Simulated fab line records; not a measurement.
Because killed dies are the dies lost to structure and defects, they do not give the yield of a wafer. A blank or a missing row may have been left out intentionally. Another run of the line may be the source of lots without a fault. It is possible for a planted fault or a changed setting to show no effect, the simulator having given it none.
fab line records	flow gf180mcu	part 1 of 2: steps 1 to 42 of 43
record: lots: 6	wafers: 18	lastDay: 34
route steps=602 shown NSD@245 PSD@248 SAB@264 SALICIDE@278 PASSIVATION@602
lots untouched by any fault: they come from a run of this same line in which no faults occurred
startH: start of the lot's first displayed wafer, in hours after the record's first day	waitH: time in hours since the lot's previous step	" repeats the value in the row above	L1.1+2: one row covering several wafers at once	- no value, or no start given	* or withheld: withheld	< > ~ a bound
route shown NAME@n: NAME is a module with steps in the file, n the number in the route of the first one	usual: mean/standard deviation taken from wafers without a fault	same: alike in all rows	chamber/n: place in a boat	sites: each site's reading	_std_site: their standard deviation	_edge_site: outer sites' mean less inner sites'	radiusMm: how far each site lies from the wafer's centre	mask NAME#n: copy n	behind: the tool/chamber that last shaped the wafer	hold: the reason the lot was held/the length of the hold in hours/how it ended	device: transistor that didn't switch, given as n, p or np	end of line: at the end of the route, the tests of the same wafers	a step without rows: its recipe alone	killed: dies lost to structure and defects at the first sort, not the wafer's yield	map: a wafer's dies, marking killed ones x, the rest . and places with no die _
set.NAME: the run value of the setting; set.NAME@STEP: its run value at that earlier step	model.NAME: the simulator's own value behind a step, which no gauge read
lots at some steps of the route; a table a step, a row a wafer
services: from which hour (startH, from the record's first day; less than 0 if before it) a tool's chamber was out of use, for how many hours, and why
== steps ==
step: GF_NSD_IMPLANT_10
recipe: species: P	energyKev: 40	doseCm2: 5e+14	tiltDeg: 7
step: GF_NSD_STRIP_11
recipe: chemistry: O2/N2	powerW: 1400	pressureMtorr: 1500	platenTempC: 250	o2FlowSccm: 3000	n2FlowSccm: 300	overashFraction: 0.5
usual: drypumpMotorCurrentA: 5.66/0.27	heaterPowerW: 339/15	oesProductAu: 0.487/0.005	platenTempC: 250.01/0.19	stripTimeToEndpointS: 22.95/0.042
lot.wafer	tool	chamber	startH	waitH	drypumpMotorCurrentA	heaterPowerW	oesProductAu	platenTempC	rfHoursCounterH	stripTimeToEndpointS
L705.1	plasmaAsher-02	1	337.70	0.1	5.95	334	0.488	250.10	70	23.00
L705.3	"	1	"	"	5.94	332	0.486	250.05	-	23.02
L705.5	"	0	"	"	6.07	331	0.484	249.90	-	22.96
L712.1	plasmaAsher-03	0	400.85	0.1	5.38	353	0.497	250.08	31	23.00
L712.4	"	0	"	"	5.40	357	0.480	250.12	-	22.92
L712.5	"	0	"	"	5.39	365	0.487	250.09	-	22.97
L713.3	plasmaAsher-02	1	403.86	0.1	5.92	327	0.491	249.76	-	22.93
L713.4	"	0	"	"	6.03	331	0.486	250.29	-	22.97
L713.5	"	1	"	"	5.95	332	0.487	249.95	-	22.92
L716.2	plasmaAsher-03	1	430.18	0.1	5.70	334	0.493	250.17	34	22.98
L716.3	"	1	"	"	5.70	335	0.492	250.19	-	22.98
L716.4	"	0	"	"	5.41	354	0.486	250.08	-	22.96
L720.3	plasmaAsher-03	1	464.18	0.1	5.66	345	0.487	250.11	-	22.91
L720.4	"	0	"	"	5.39	359	0.482	249.70	-	22.93
L720.5	"	0	"	"	5.38	355	0.486	249.58	-	22.93
L722.1	plasmaAsher-02	0	481.45	0.1	6.07	338	0.491	250.17	5	22.91
L722.2	"	1	"	"	5.94	306	0.480	249.78	5	22.90
L722.4	"	1	"	"	5.94	312	0.482	249.53	-	22.91
step: GF_NSD_TW_MEAS_12
usual: NSD_TW: 4236/36
lot.wafer	tool	chamber	startH	waitH	NSD_TW
L705.1	filmMetro-03	-	337.80	0.1	4220
L705.3	"	-	"	"	4215
L705.5	"	-	"	"	4222
L712.1	filmMetro-02	-	400.95	0.1	4219
L712.4	"	-	"	"	4241
L712.5	"	-	"	"	4259
L713.3	filmMetro-02	-	403.94	0.1	4248
L713.4	"	-	"	"	4246
L713.5	"	-	"	"	4254
L716.2	filmMetro-03	-	430.29	0.1	4159
L716.3	"	-	"	"	4170
L716.4	"	-	"	"	4164
L720.3	filmMetro-03	-	464.27	0.1	4187
L720.4	"	-	"	"	4161
L720.5	"	-	"	"	4169
L722.1	filmMetro-01	-	481.55	0.1	4225
L722.2	"	-	"	"	4242
L722.4	"	-	"	"	4247
step: GF_PSD_DEHYDRATE_00
recipe: tempC: 200	timeS: 60
step: GF_PSD_HMDS_01
recipe: primeTimeS: 60	primeTempC: 120
step: GF_PSD_COAT_02
recipe: resist: NOVOLAK	spinRpm: 3000	resistThkNm: 1000
step: GF_PSD_SOFTBAKE_03
recipe: tempC: 90	timeS: 60	resist: NOVOLAK
step: GF_PSD_EXPOSE_04
recipe: maskId: Pplus	targetCdNm: 400	na: 0.6	sourceShape: conventional	sigmaOuter: 0.6	doseMj: 140
step: GF_PSD_PEB_05
recipe: tempC: withheld	timeS: *	resist: NOVOLAK
step: GF_PSD_DEVELOP_06
recipe: developTimeS: 60	devTempC: 23
step: GF_PSD_CD_MEAS_07
recipe: targetCdNm: 400
usual: cdNm: 399.9/2
lot.wafer	tool	chamber	startH	waitH	cdNm
L705.1	cdSem-02	-	358.81	0.1	401.7
L705.3	"	-	"	"	396.5
L705.5	"	-	"	"	399.8
L712.1	cdSem-02	-	424.54	0.1	397.1
L712.4	"	-	"	"	398.7
L712.5	"	-	"	"	399.2
L713.3	cdSem-02	-	427.75	0.1	398.3
L713.4	"	-	"	"	401.3
L713.5	"	-	"	"	398.0
L716.2	cdSem-02	-	454.96	0.1	403.1
L716.3	"	-	"	"	401.1
L716.4	"	-	"	"	401.4
L720.3	cdSem-02	-	488.43	0.1	401.6
L720.4	"	-	"	"	400.4
L720.5	"	-	"	"	401.9
L722.1	cdSem-02	-	504.75	0.1	400.4
L722.2	"	-	"	"	402.4
L722.4	"	-	"	"	400.7
step: GF_PSD_OVL_MEAS_08
usual: PSD_OVL: 1.2/1.4
lot.wafer	tool	chamber	startH	waitH	PSD_OVL[nm]
L705.1	overlay-01	-	358.93	0.1	0.9
L705.3	"	-	"	"	2.5
L705.5	"	-	"	"	1.2
L712.1	overlay-02	-	424.66	0.1	0.8
L712.4	"	-	"	"	0.5
L712.5	"	-	"	"	0.3
L713.3	overlay-01	-	427.84	0.1	0.4
L713.4	"	-	"	"	0.8
L713.5	"	-	"	"	0.1
L716.2	overlay-01	-	455.07	0.1	-1.7
L716.3	"	-	"	"	0.4
L716.4	"	-	"	"	0.7
L720.3	overlay-02	-	488.52	0.1	2.3
L720.4	"	-	"	"	2.0
L720.5	"	-	"	"	3.1
L722.1	overlay-02	-	504.87	0.1	3.4
L722.2	"	-	"	"	3.5
L722.4	"	-	"	"	2.1
step: GF_PSD_IMPLANT_09
recipe: species: BF2	energyKev: 40	doseCm2: 1.5e+15	tiltDeg: 7
lot.wafer	tool	chamber	startH	waitH
L705.1+3+5	implanter-01	0	358.96	0.0
L712.1+4+5	implanter-01	0	424.70	0.0
L713.3+4+5	implanter-01	0	427.91	0.1
L716.2+3+4	implanter-03	0	455.12	0.0
L720.3+4+5	implanter-03	0	488.60	0.1
L722.1+2+4	implanter-03	0	504.91	0.0
step: GF_PSD_STRIP_10
recipe: chemistry: O2/N2	powerW: 1400	pressureMtorr: 1500	platenTempC: 250	o2FlowSccm: 3000	n2FlowSccm: 300	overashFraction: 0.5
usual: drypumpMotorCurrentA: 5.7/0.38	heaterPowerW: 335/23	oesProductAu: 0.592/0.0044	platenTempC: 250.04/0.18	stripTimeToEndpointS: 16.51/0.035
lot.wafer	tool	chamber	startH	waitH	drypumpMotorCurrentA	heaterPowerW	oesProductAu	platenTempC	rfHoursCounterH	stripTimeToEndpointS
L705.1	plasmaAsher-04	1	359.11	0.1	5.5	322	0.596	249.83	55	16.51
L705.3	"	1	"	"	5.5	330	0.596	250.06	-	16.54
L705.5	"	0	"	"	5.4	355	0.594	250.18	-	16.49
L712.1	plasmaAsher-01	0	424.85	0.1	5.1	295	0.589	249.95	77	16.54
L712.4	"	1	"	"	6.4	372	0.591	250.26	-	16.54
L712.5	"	1	"	"	6.4	383	0.589	250.10	-	16.52
L713.3	plasmaAsher-01	1	428.05	0.1	6.4	370	0.586	249.97	-	16.52
L713.4	"	0	"	"	5.1	282	0.592	250.09	-	16.47
L713.5	"	1	"	"	6.4	376	0.586	249.76	-	16.49
L716.2	plasmaAsher-02	0	455.25	0.1	6.0	340	0.588	250.39	2	16.52
L716.3	"	0	"	"	6.0	334	0.596	250.00	-	16.55
L716.4	"	1	"	"	5.9	314	0.592	250.26	-	16.52
L720.3	plasmaAsher-02	0	488.73	0.1	6.1	334	0.594	250.07	-	16.52
L720.4	"	1	"	"	5.9	311	0.587	249.91	-	16.47
L720.5	"	0	"	"	6.0	339	0.588	249.80	-	16.49
L722.1	plasmaAsher-02	0	505.06	0.1	6.1	345	0.591	250.00	8	16.45
L722.2	"	1	"	"	5.9	318	0.596	250.07	8	16.45
L722.4	"	1	"	"	5.9	310	0.587	249.93	-	16.46
step: GF_PSD_TW_MEAS_11
usual: PSD_TW: 3169/25
lot.wafer	tool	chamber	startH	waitH	PSD_TW
L705.1	filmMetro-02	-	359.21	0.1	3160
L705.3	"	-	"	"	3174
L705.5	"	-	"	"	3174
L712.1	filmMetro-01	-	424.95	0.1	3198
L712.4	"	-	"	"	3184
L712.5	"	-	"	"	3178
L713.3	filmMetro-02	-	428.13	0.1	3170
L713.4	"	-	"	"	3182
L713.5	"	-	"	"	3174
L716.2	filmMetro-02	-	455.36	0.1	3186
L716.3	"	-	"	"	3170
L716.4	"	-	"	"	3169
L720.3	filmMetro-03	-	488.82	0.1	3133
L720.4	"	-	"	"	3112
L720.5	"	-	"	"	3120
L722.1	filmMetro-03	-	505.16	0.1	3125
L722.2	"	-	"	"	3117
L722.4	"	-	"	"	3125
step: GF_PSD_CLEAN_12
recipe: chemistry: SC1/SC2	mix: 1:4:20	tempC: 70	timeS: 150	dry: n2Spin
step: GF_PSD_RTA_13
recipe: tempC: 1025	timeS: 20	ambient: N2
usual: lampPowerPct: 36.68/0.26	wafer_temp_C_max: 1029.2/0.85
lot.wafer	tool	chamber	startH	waitH	lampPowerPct	wafer_temp_C_max
L705.1	rtpAnneal-01	0	359.33	0.0	36.93	1029.9
L705.3	"	0	"	"	37.00	1027.2
L705.5	"	0	"	"	36.90	1029.3
L712.1	rtpAnneal-01	0	425.06	0.0	37.00	1028.5
L712.4	"	0	"	"	37.03	1027.8
L712.5	"	0	"	"	36.89	1029.5
L713.3	rtpAnneal-01	0	428.25	0.0	36.93	1029.1
L713.4	"	0	"	"	36.95	1029.5
L713.5	"	0	"	"	36.93	1031.5
L716.2	rtpAnneal-02	0	455.47	0.0	36.39	1027.8
L716.3	"	0	"	"	36.40	1029.1
L716.4	"	0	"	"	36.48	1029.3
L720.3	rtpAnneal-02	0	488.94	0.0	36.50	1030.1
L720.4	"	0	"	"	36.50	1028.9
L720.5	"	0	"	"	36.42	1029.4
L722.1	rtpAnneal-01	0	505.32	0.0	36.99	1030.1
L722.2	"	0	"	"	36.98	1028.6
L722.4	"	0	"	"	36.98	1029.3
step: GF_PSD_RS_MEAS_14
recipe: thkMeasGauge: four-point-probe
usual: NSD_RS: 46.14/0.1
lot.wafer	tool	chamber	startH	waitH	NSD_RS[ohm/sq]
L705.1	filmMetro-03	-	359.41	0.1	46.14
L705.3	"	-	"	"	46.15
L705.5	"	-	"	"	46.29
L712.1	filmMetro-03	-	425.15	0.1	46.12
L712.4	"	-	"	"	46.18
L712.5	"	-	"	"	46.08
L713.3	filmMetro-03	-	428.35	0.1	46.10
L713.4	"	-	"	"	46.07
L713.5	"	-	"	"	46.05
L716.2	filmMetro-02	-	455.56	0.1	46.08
L716.3	"	-	"	"	46.06
L716.4	"	-	"	"	46.08
L720.3	filmMetro-01	-	489.03	0.1	46.11
L720.4	"	-	"	"	46.03
L720.5	"	-	"	"	46.12
L722.1	filmMetro-01	-	505.40	0.1	46.04
L722.2	"	-	"	"	45.99
L722.4	"	-	"	"	46.08
step: GF_PSD_RS_MEAS_15
recipe: thkMeasGauge: four-point-probe
usual: PSD_RS: 108.60/0.29
lot.wafer	tool	chamber	startH	waitH	PSD_RS[ohm/sq]
L705.1	filmMetro-03	-	359.53	0.1	108.48
L705.3	"	-	"	"	108.59
L705.5	"	-	"	"	108.90
L712.1	filmMetro-03	-	425.27	0.1	108.87
L712.4	"	-	"	"	108.75
L712.5	"	-	"	"	108.53
L713.3	filmMetro-03	-	428.47	0.1	108.75
L713.4	"	-	"	"	108.40
L713.5	"	-	"	"	108.38
L716.2	filmMetro-02	-	455.68	0.1	108.28
L716.3	"	-	"	"	108.76
L716.4	"	-	"	"	108.32
L720.3	filmMetro-01	-	489.15	0.1	108.54
L720.4	"	-	"	"	108.40
L720.5	"	-	"	"	108.16
L722.1	filmMetro-01	-	505.52	0.1	108.39
L722.2	"	-	"	"	108.40
L722.4	"	-	"	"	108.49
step: GF_SAB_CVD_00
recipe: material: SiO2	targetThkNm: 50	precursor: TEOS	tempC: 400	timeS: 4.9302	rfW: 600
step: GF_SAB_THK_MEAS_01
recipe: reads: SiO2_of_SAB_CVD_00
usual: SAB_CVD_00_THK: 50.1/0.73
lot.wafer	tool	chamber	startH	waitH	SAB_CVD_00_THK[nm]
L705.1	filmMetro-01	-	359.67	0.0	48.9
L705.3	"	-	"	"	49.6
L705.5	"	-	"	"	50.6
L712.1	filmMetro-01	-	425.41	0.0	49.1
L712.4	"	-	"	"	50.0
L712.5	"	-	"	"	50.2
L713.3	filmMetro-01	-	428.59	0.0	49.7
L713.4	"	-	"	"	50.7
L713.5	"	-	"	"	50.0
L716.2	filmMetro-04	-	455.81	0.0	50.3
L716.3	"	-	"	"	49.9
L716.4	"	-	"	"	50.7
L720.3	filmMetro-02	-	489.27	0.0	48.7
L720.4	"	-	"	"	50.6
L720.5	"	-	"	"	49.4
L722.1	filmMetro-02	-	505.66	0.0	50.8
L722.2	"	-	"	"	49.7
L722.4	"	-	"	"	50.7
step: GF_SAB_DEHYDRATE_02
recipe: tempC: 200	timeS: 60
step: GF_SAB_HMDS_03
recipe: primeTimeS: 60	primeTempC: 120
step: GF_SAB_COAT_04
recipe: resist: NOVOLAK	spinRpm: 3000	resistThkNm: 1000
step: GF_SAB_SOFTBAKE_05
recipe: tempC: 90	timeS: 60	resist: NOVOLAK
step: GF_SAB_EXPOSE_06
recipe: maskId: SAB	targetCdNm: 420	na: 0.6	sourceShape: conventional	sigmaOuter: 0.6	doseMj: 140
step: GF_SAB_PEB_07
recipe: tempC: withheld	timeS: *	resist: NOVOLAK
step: GF_SAB_DEVELOP_08
recipe: developTimeS: 60	devTempC: 23
step: GF_SAB_CD_MEAS_09
recipe: targetCdNm: 420
usual: cdNm: 420.2/2.6
lot.wafer	tool	chamber	startH	waitH	cdNm
L705.1	cdSem-02	-	382.11	0.1	420.1
L705.3	"	-	"	"	421.1
L705.5	"	-	"	"	420.5
L712.1	cdSem-01	-	450.07	0.1	420.7
L712.4	"	-	"	"	422.3
L712.5	"	-	"	"	418.9
L713.3	cdSem-01	-	453.00	0.1	418.7
L713.4	"	-	"	"	422.1
L713.5	"	-	"	"	420.5
L716.2	cdSem-02	-	480.28	0.1	420.9
L716.3	"	-	"	"	423.0
L716.4	"	-	"	"	419.8
L720.3	cdSem-01	-	512.87	0.1	423.8
L720.4	"	-	"	"	422.4
L720.5	"	-	"	"	422.5
L722.1	cdSem-02	-	528.92	0.1	420.8
L722.2	"	-	"	"	420.0
L722.4	"	-	"	"	419.2
step: GF_SAB_OVL_MEAS_10
usual: SAB_OVL: 0.6/1.3
lot.wafer	tool	chamber	startH	waitH	SAB_OVL[nm]
L705.1	overlay-02	-	382.23	0.1	0.4
L705.3	"	-	"	"	-0.5
L705.5	"	-	"	"	2.0
L712.1	overlay-01	-	450.19	0.1	-1.2
L712.4	"	-	"	"	-0.2
L712.5	"	-	"	"	-2.2
L713.3	overlay-01	-	453.09	0.1	1.9
L713.4	"	-	"	"	1.6
L713.5	"	-	"	"	0.6
L716.2	overlay-01	-	480.38	0.1	1.8
L716.3	"	-	"	"	1.2
L716.4	"	-	"	"	1.6
L720.3	overlay-02	-	512.96	0.1	1.0
L720.4	"	-	"	"	0.3
L720.5	"	-	"	"	2.5
L722.1	overlay-02	-	529.04	0.1	0.3
L722.2	"	-	"	"	0.3
L722.4	"	-	"	"	0.6
step: GF_SAB_ETCH_11
recipe: chemistry: C4F8/O2/Ar	maskMaterial: NOVOLAK	target: SiO2	targetDepthNm: 55	sourceW: 1500	biasW: 1200	pressureMtorr: 40	c4f8FlowSccm: withheld	O2_flow_sccm: 6	Ar_flow_sccm: 300	timeS: 8.5
usual: oesProductAu: 0.999/0.012
lot.wafer	tool	chamber	startH	waitH	oesProductAu	rfHoursCounterH
L705.1	rieDiel-04	2	382.26	0.0	0.985	1
L705.3	"	3	"	"	1.008	14
L705.5	"	3	"	"	1.010	-
L712.1	rieDiel-04	2	450.22	0.0	0.979	3
L712.4	"	3	"	"	1.022	15
L712.5	"	3	"	"	1.015	-
L713.3	rieDiel-01	0	453.11	0.0	0.993	9
L713.4	"	2	"	"	0.988	8
L713.5	"	1	"	"	0.977	-
L716.2	rieDiel-01	3	480.41	0.0	1.004	29
L716.3	"	1	"	"	0.986	33
L716.4	"	2	"	"	0.989	9
L720.3	rieDiel-01	0	512.98	0.0	0.989	10
L720.4	"	2	"	"	0.993	-
L720.5	"	0	"	"	0.993	-
L722.1	rieDiel-03	2	529.07	0.0	0.993	5
L722.2	"	0	"	"	0.995	1
L722.4	"	3	"	"	0.989	44
step: GF_SAB_WET_ETCH_12
recipe: chemistry: dHF	targetDepthNm: 22	dry: n2Spin	target: SiO2	tempC: 25	dilution: 100:1	timeS: 440
step: GF_SAB_STRIP_13
recipe: chemistry: O2/N2	powerW: 1400	pressureMtorr: 1500	platenTempC: 250	o2FlowSccm: 3000	n2FlowSccm: 300	overashFraction: 0.5
usual: drypumpMotorCurrentA: 5.5/0.36	heaterPowerW: 340/28	oesProductAu: 0.710/0.0044	platenTempC: 250.05/0.18	stripTimeToEndpointS: 12.617/0.03
lot.wafer	tool	chamber	startH	waitH	drypumpMotorCurrentA	heaterPowerW	oesProductAu	platenTempC	rfHoursCounterH	stripTimeToEndpointS
L705.1	plasmaAsher-01	0	382.42	0.0	5.1	285	0.708	250.12	73	12.670
L705.3	"	1	"	"	6.3	371	0.704	250.16	-	12.673
L705.5	"	0	"	"	5.1	286	0.710	250.02	-	12.645
L712.1	plasmaAsher-03	0	450.38	0.0	5.4	359	0.711	249.91	36	12.605
L712.4	"	1	"	"	5.7	336	0.710	250.21	-	12.612
L712.5	"	0	"	"	5.4	356	0.707	250.28	-	12.589
L713.3	plasmaAsher-04	1	453.31	0.0	5.4	319	0.702	250.20	-	12.629
L713.4	"	0	"	"	5.4	355	0.705	249.84	-	12.614
L713.5	"	0	"	"	5.4	364	0.712	250.01	-	12.595
L716.2	plasmaAsher-03	1	480.58	0.0	5.7	337	0.705	250.07	39	12.644
L716.3	"	1	"	"	5.7	336	0.714	250.24	-	12.636
L716.4	"	0	"	"	5.4	361	0.711	250.27	-	12.622
L720.3	plasmaAsher-04	0	513.18	0.0	5.4	365	0.714	249.69	-	12.642
L720.4	"	1	"	"	5.5	325	0.712	250.12	-	12.629
L720.5	"	1	"	"	5.5	322	0.709	250.10	-	12.591
L722.1	plasmaAsher-03	0	529.22	0.0	5.4	351	0.708	249.93	45	12.658
L722.2	"	1	"	"	5.7	344	0.707	250.22	45	12.594
L722.4	"	0	"	"	5.4	350	0.707	250.13	-	12.649
step: GF_SALICIDE_CLEAN_00
recipe: chemistry: SC1/SC2	mix: 1:4:20	tempC: 70	timeS: 150
step: GF_SALICIDE_WET_ETCH_01
recipe: chemistry: dHF	targetDepthNm: 5	dry: ipaMarangoni	target: SiO2	tempC: 25	dilution: 100:1	timeS: 100
step: GF_SALICIDE_SPUTTER_02
recipe: material: Co	targetThkNm: 10	powerW: 1000	timeS: 20	chamberPressurePa: 0.4
step: GF_SALICIDE_SPUTTER_03
recipe: material: TiN	targetThkNm: 20	powerW: 6500	timeS: 16.7	chamberPressurePa: 0.4
step: GF_SALICIDE_RS_MEAS_04
recipe: thkMeasGauge: four-point-probe	reads: TiN_of_SALICIDE_SPUTTER_03+Co_of_SALICIDE_SPUTTER_02
usual: SALICIDE_TIN_RS: 16.3/0.31
lot.wafer	tool	chamber	startH	waitH	SALICIDE_TIN_RS[ohm/sq]
L705.1	filmMetro-04	-	382.65	0.0	16.6
L705.3	"	-	"	"	16.2
L705.5	"	-	"	"	16.0
L712.1	filmMetro-04	-	450.62	0.0	16.2
L712.4	"	-	"	"	16.3
L712.5	"	-	"	"	16.4
L713.3	filmMetro-03	-	453.56	0.1	16.1
L713.4	"	-	"	"	16.2
L713.5	"	-	"	"	16.2
L716.2	filmMetro-04	-	480.84	0.0	16.1
L716.3	"	-	"	"	15.9
L716.4	"	-	"	"	16.4
L720.3	filmMetro-01	-	513.43	0.1	16.0
L720.4	"	-	"	"	16.1
L720.5	"	-	"	"	16.0
L722.1	filmMetro-03	-	529.46	0.0	16.7
L722.2	"	-	"	"	16.6
L722.4	"	-	"	"	16.8
step: GF_SALICIDE_THK_MEAS_05
recipe: thkMeasGauge: xrf	reads: TiN_of_SALICIDE_SPUTTER_03
usual: SALICIDE_TIN_THK: 20.32/0.29
lot.wafer	tool	chamber	startH	waitH	SALICIDE_TIN_THK[nm]
L705.1	filmMetro-04	-	382.77	0.1	20.30
L705.3	"	-	"	"	20.42
L705.5	"	-	"	"	20.89
L712.1	filmMetro-04	-	450.74	0.1	20.57
L712.4	"	-	"	"	20.29
L712.5	"	-	"	"	20.29
L713.3	filmMetro-03	-	453.66	0.1	20.10
L713.4	"	-	"	"	20.02
L713.5	"	-	"	"	19.81
L716.2	filmMetro-04	-	480.95	0.1	20.60
L716.3	"	-	"	"	20.71
L716.4	"	-	"	"	20.55
L720.3	filmMetro-01	-	513.53	0.1	20.55
L720.4	"	-	"	"	20.31
L720.5	"	-	"	"	20.73
L722.1	filmMetro-03	-	529.58	0.1	20.13
L722.2	"	-	"	"	20.33
L722.4	"	-	"	"	20.07
step: GF_SALICIDE_RTA_06
recipe: tempC: 530	timeS: 30	ambient: N2
step: GF_SALICIDE_WET_ETCH_07
recipe: chemistry: SPM	targetDepthNm: 120	dry: n2Spin
step: GF_SALICIDE_RTA_08
recipe: tempC: 800	timeS: 30	ambient: N2
